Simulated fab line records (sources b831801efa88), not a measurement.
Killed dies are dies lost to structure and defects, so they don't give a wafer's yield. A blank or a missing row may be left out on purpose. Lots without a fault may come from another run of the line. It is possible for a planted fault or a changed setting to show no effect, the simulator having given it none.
Which tool was responsible? || flow gf180mcu || 6 lots with 18 wafers sampled at 2 steps, on a route of 602 steps

== WHAT EACH GAUGE READ, for each wafer ==
GF_HV_LDD_TW_MEAS_38.
{"lot": "L115", "measured": "day 12 04:29", "on": "filmMetro-02", "HV_LDD_3_TW": "1460 1462 1450"}
{"lot": "L119", "measured": "day 13 14:18", "on": "filmMetro-02", "HV_LDD_3_TW": "1448 1449 1441"}
{"lot": "L122", "measured": "day 14 12:44", "on": "filmMetro-03", "HV_LDD_3_TW": "1455 1458 1453"}
{"lot": "L124", "measured": "day 15 02:12", "on": "filmMetro-02", "HV_LDD_3_TW": "1357 1358 1352 1352 1355 1352"}
{"lot": "L131", "measured": "day 17 08:52", "on": "filmMetro-01", "HV_LDD_3_TW": "1451 1447 1449"}
{"lot": "L135", "measured": "day 18 18:17", "on": "filmMetro-01", "HV_LDD_3_TW": "1441 1440 1430"}

== TOOL THAT RAN EACH LOT (tool first, then ch and the chambers of the sampled wafers, then the start) ==
{"lot": "L115", "GF_HV_LDD_IMPLANT_34": "implanter-02 ch 0, day 12 03:56"}
{"lot": "L119", "GF_HV_LDD_IMPLANT_34": "implanter-02 ch 0, day 13 13:47"}
{"lot": "L122", "GF_HV_LDD_IMPLANT_34": "implanter-04 ch 0, day 14 12:11"}
{"lot": "L124", "GF_HV_LDD_IMPLANT_34": "implanter-04 ch 0, day 15 01:38"}
{"lot": "L131", "GF_HV_LDD_IMPLANT_34": "implanter-03 ch 0, day 17 08:19"}
{"lot": "L135", "GF_HV_LDD_IMPLANT_34": "implanter-03 ch 0, day 18 17:44"}
- GF_HV_LDD_IMPLANT_34

== THE ANSWER, worked out from the rows above alone ==
Rule: the usual values come from the lots themselves. The widest of any qualifying gaps counts: lots, ordered by their means at a reading, are off when they make up no more than a third of the lots, leave a main group of 4 or more, and stand apart from it by 3 or more times the standard deviation of that group's means. A main group whose means are all the same, to the digits that the tables above print for the reading, isn't used. A lot without any number at a reading at which 4 lots or more have one is off too. Any other lot the step has rows for is counted as sound.
Off: L124, seen at GF_HV_LDD_TW_MEAS_38 (HV_LDD_3_TW). The main group: mean 1449, standard deviation 7.2.
A tool fits if, at a process step before that reading, it ran every lot that is off, and no sound lot after the first of them. Gauges at GF_HV_LDD_TW_MEAS_38: tried the same way as those tools. Can't be told from this: 2 tools fit, implanter-04 at GF_HV_LDD_IMPLANT_34, filmMetro-02 at GF_HV_LDD_TW_MEAS_38.

== WHAT WAS PUT IN BY THE SIMULATOR ==
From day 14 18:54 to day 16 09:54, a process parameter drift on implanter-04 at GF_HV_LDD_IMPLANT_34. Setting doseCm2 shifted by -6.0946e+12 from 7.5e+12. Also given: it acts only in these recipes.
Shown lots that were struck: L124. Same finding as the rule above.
